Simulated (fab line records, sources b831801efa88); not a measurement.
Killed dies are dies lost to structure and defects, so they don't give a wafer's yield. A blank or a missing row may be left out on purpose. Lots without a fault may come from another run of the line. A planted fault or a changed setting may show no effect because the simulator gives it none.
Which tool did it? | flow sky130 | 11 lots, 33 wafers sampled, at 7 steps of a route of 708

WHAT THE GAUGES READ, wafer by wafer
SKY_POLY_GATE_THK_MEAS_21. Usual: POLY_GATE_OXIDATION_THK 4.04 nm, standard deviation 0.077.
lot  | measured     | on            | POLY_GATE_OXIDATION_THK (nm) | flag
L560 | day 17 02:50 | film_metro-04 | 3.89 3.90 3.93               |
L562 | day 17 12:07 | film_metro-02 | 4.14 4.18 4.06               |
L563 | day 18 10:23 | film_metro-02 | 3.98 3.95 4.01               |
L564 | day 18 10:23 | film_metro-04 | 4.13 4.06 4.08               |
L565 | day 19 00:10 | film_metro-03 | 4.18 4.08 4.13               |
L567 | day 19 12:49 | film_metro-02 | 4.09 4.09 4.16               |
L568 | day 19 21:09 | film_metro-04 | 3.98 4.03 4.01               |
L573 | day 21 09:31 | film_metro-03 | 4.08 4.07 4.03               |
L572 | day 21 10:36 | film_metro-03 | 3.94 3.95 3.90               |
L575 | day 22 11:07 | film_metro-03 | 4.09 4.08 4.06               |
L582 | day 24 17:37 | film_metro-03 | 4.03 4.06 4.00               |

SKY_SD_P_CD_MEAS_07: target cd 380 nm. Usual: cd_nm 380.3 nm, standard deviation 2.7.
lot  | measured     | on        | cd_nm (nm)        | flag
L560 | day 25 23:03 | cd_sem-02 | 380.7 376.4 382.7 |
L562 | day 26 11:12 | cd_sem-02 | 378.3 379.8 380.7 |
L563 | day 27 06:40 | cd_sem-02 | 379.0 380.8 380.0 |
L564 | day 27 07:43 | cd_sem-01 | 382.3 379.1 381.9 |
L565 | day 27 22:08 | cd_sem-01 | 382.3 377.5 379.0 |
L567 | day 28 09:51 | cd_sem-01 | 377.9 378.3 379.0 |
L568 | day 28 12:31 | cd_sem-01 | 378.4 380.8 378.8 |
L573 | day 30 00:50 | cd_sem-01 | 379.0 378.4 377.0 |
L572 | day 30 02:22 | cd_sem-01 | 380.2 379.3 380.3 |
L575 | day 31 02:33 | cd_sem-02 | - - -             | OFF
L582 | day 33 02:11 | cd_sem-02 | 375.3 374.4 374.9 |

SKY_SD_P_TW_MEAS_11. Usual: SD_P_TW 2825, standard deviation 16.
lot  | measured     | on            | SD_P_TW        | flag
L560 | day 25 23:26 | film_metro-03 | 2803 2808 2811 |
L562 | day 26 11:35 | film_metro-02 | 2823 2814 2820 |
L563 | day 27 07:04 | film_metro-02 | 2819 2823 2821 |
L564 | day 27 08:07 | film_metro-02 | 2819 2817 2823 |
L565 | day 27 22:32 | film_metro-02 | 2821 2840 2831 |
L567 | day 28 10:14 | film_metro-04 | 2807 2812 2813 |
L568 | day 28 12:54 | film_metro-04 | 2830 2809 2806 |
L573 | day 30 01:22 | film_metro-04 | 2813 2809 2802 |
L572 | day 30 02:46 | film_metro-03 | 2843 2822 2828 |
L575 | day 31 02:56 | film_metro-03 | 30 30 30       | OFF
L582 | day 33 02:35 | film_metro-02 | 2836 2832 2850 |

SKY_RES_XHIGH_TW_MEAS_09. Usual: RES_XHIGH_TW 1640, standard deviation 10.
lot  | measured     | on            | RES_XHIGH_TW   | flag
L560 | day 27 04:31 | film_metro-03 | 1626 1623 1621 |
L562 | day 27 16:16 | film_metro-02 | 1642 1643 1634 |
L563 | day 28 11:22 | film_metro-04 | 1634 1630 1631 |
L564 | day 28 12:52 | film_metro-02 | 1635 1638 1630 |
L565 | day 29 02:25 | film_metro-04 | 1639 1647 1637 |
L567 | day 29 14:14 | film_metro-04 | 1648 1637 1640 |
L568 | day 29 16:38 | film_metro-02 | 1663 1652 1659 |
L573 | day 31 05:13 | film_metro-03 | 1642 1655 1650 |
L572 | day 31 06:25 | film_metro-04 | 1639 1633 1645 |
L575 | day 32 06:34 | film_metro-04 | 2886 2899 2882 | OFF
L582 | day 34 05:01 | film_metro-04 | 1655 1636 1642 |

SKY_LI_CONTACT_BOW_MEAS_03. Usual: LI_CONTACT_BOW 57 um, standard deviation 6.8.
lot  | measured     | on            | LI_CONTACT_BOW (um) | flag
L560 | day 28 10:32 | film_metro-02 | 57 63 62            |
L562 | day 28 21:35 | film_metro-03 | 52 53 58            |
L563 | day 29 16:59 | film_metro-02 | 65 52 55            |
L564 | day 29 18:00 | film_metro-02 | 72 42 66            |
L565 | day 30 07:28 | film_metro-02 | 47 66 66            |
L567 | day 30 19:21 | film_metro-03 | 69 66 51            |
L568 | day 30 21:41 | film_metro-02 | 56 58 67            |
L573 | day 32 09:14 | film_metro-02 | 64 49 47            |
L572 | day 32 11:17 | film_metro-02 | 57 62 61            |
L575 | day 33 10:19 | film_metro-02 | 62 64 54            |
L582 | day 35 08:31 | film_metro-04 | 52 66 60            |

WHICH TOOL RAN EACH LOT (tool, then ch and the chambers of the sampled wafers, then the start)
lot  | SKY_LDD_HVP_STRIP_09                 | SKY_SD_P_EXPOSE_04
L560 | plasma_asher-01 ch 0, day 22 03:23   | iline_stepper-02 ch 0, day 25 08:14
L562 | plasma_asher-03 ch 0,1, day 22 15:17 | iline_stepper-02 ch 0, day 25 20:55
L563 | plasma_asher-01 ch 0,1, day 23 12:09 | iline_stepper-01 ch 0, day 26 16:25
L564 | plasma_asher-03 ch 0,1, day 23 12:36 | iline_stepper-01 ch 0, day 26 17:22
L565 | plasma_asher-04 ch 0,1, day 24 02:39 | iline_stepper-01 ch 0, day 27 08:11
L567 | plasma_asher-01 ch 0,1, day 24 14:47 | iline_stepper-02 ch 0, day 27 19:51
L568 | plasma_asher-04 ch 0,1, day 24 21:53 | iline_stepper-02 ch 0, day 27 23:27
L573 | plasma_asher-03 ch 0,1, day 26 11:08 | iline_stepper-01 ch 0, day 29 11:38
L572 | plasma_asher-01 ch 0,1, day 26 12:00 | iline_stepper-02 ch 0, day 29 12:57
L575 | plasma_asher-03 ch 0,1, day 27 10:05 | iline_stepper-02 ch 0, day 30 13:02
L582 | plasma_asher-01 ch 0,1, day 29 14:36 | iline_stepper-01 ch 0, day 32 13:14
- SKY_LDD_HVP_STRIP_09: strips in O2/N2.
- SKY_SD_P_EXPOSE_04: exposes mask PSDM, target cd 380 nm.

WHAT THE TOOLS THEMSELVES READ (means of the sampled wafers that have a number; where no wafer has one, the mark that the record gives instead)
SKY_LDD_HVP_STRIP_09. Usual: drypump_motor_current_A 5.4 A, standard deviation 0.37; oes_product_au 0.408 a.u., standard deviation 0.0047; strip_time_to_endpoint_s 4.137 s, standard deviation 0.012.
lot  | tool            | drypump_motor_current_A (A) | oes_product_au (a.u.) | strip_time_to_endpoint_s (s) | flag
L560 | plasma_asher-01 | 5.1                         | 0.408                 | 4.138                        |
L562 | plasma_asher-03 | 5.8                         | 0.410                 | 4.135                        |
L563 | plasma_asher-01 | 5.0                         | 0.413                 | 4.121                        |
L564 | plasma_asher-03 | 5.6                         | 0.405                 | 4.127                        |
L565 | plasma_asher-04 | 5.3                         | 0.415                 | 4.130                        |
L567 | plasma_asher-01 | 5.1                         | 0.411                 | 4.148                        |
L568 | plasma_asher-04 | 5.3                         | 0.401                 | 4.128                        |
L573 | plasma_asher-03 | 5.8                         | 0.409                 | 4.139                        |
L572 | plasma_asher-01 | 5.1                         | 0.410                 | 4.143                        |
L575 | plasma_asher-03 | 5.8                         | 0.410                 | 4.146                        |
L582 | plasma_asher-01 | 5.1                         | 0.412                 | 4.140                        |

THE ANSWER, worked out from the rows above alone
Rule: a lot is off if the mean of its wafers that have a number lies more than 3 standard deviations from the usual mean. A lot without any number at a reading at which 4 lots or more have one is off too. The other lots that the step has rows for count as sound. The gauges are gone through in route order, then the tools' own readings, and for those a lot's mean is taken as printed above. The first step at which some lot is off is used, and at that step the reading that is off furthest; a lot without a number counts as furthest.
Off: L575, at SKY_SD_P_CD_MEAS_07 (cd_nm). Without a number there: L575.
A tool fits if, at a process step before that reading, it ran every lot that is off, and no sound lot after the first of them. The gauges at SKY_SD_P_CD_MEAS_07 aren't tried: what is off there is off at SKY_SD_P_TW_MEAS_11 too, on other tools, and a gauge's error can't cause that. Can't be told from this: 2 tools fit, plasma_asher-03 at SKY_LDD_HVP_STRIP_09, iline_stepper-02 at SKY_SD_P_EXPOSE_04.

WHAT THE SIMULATOR HAD PUT IN
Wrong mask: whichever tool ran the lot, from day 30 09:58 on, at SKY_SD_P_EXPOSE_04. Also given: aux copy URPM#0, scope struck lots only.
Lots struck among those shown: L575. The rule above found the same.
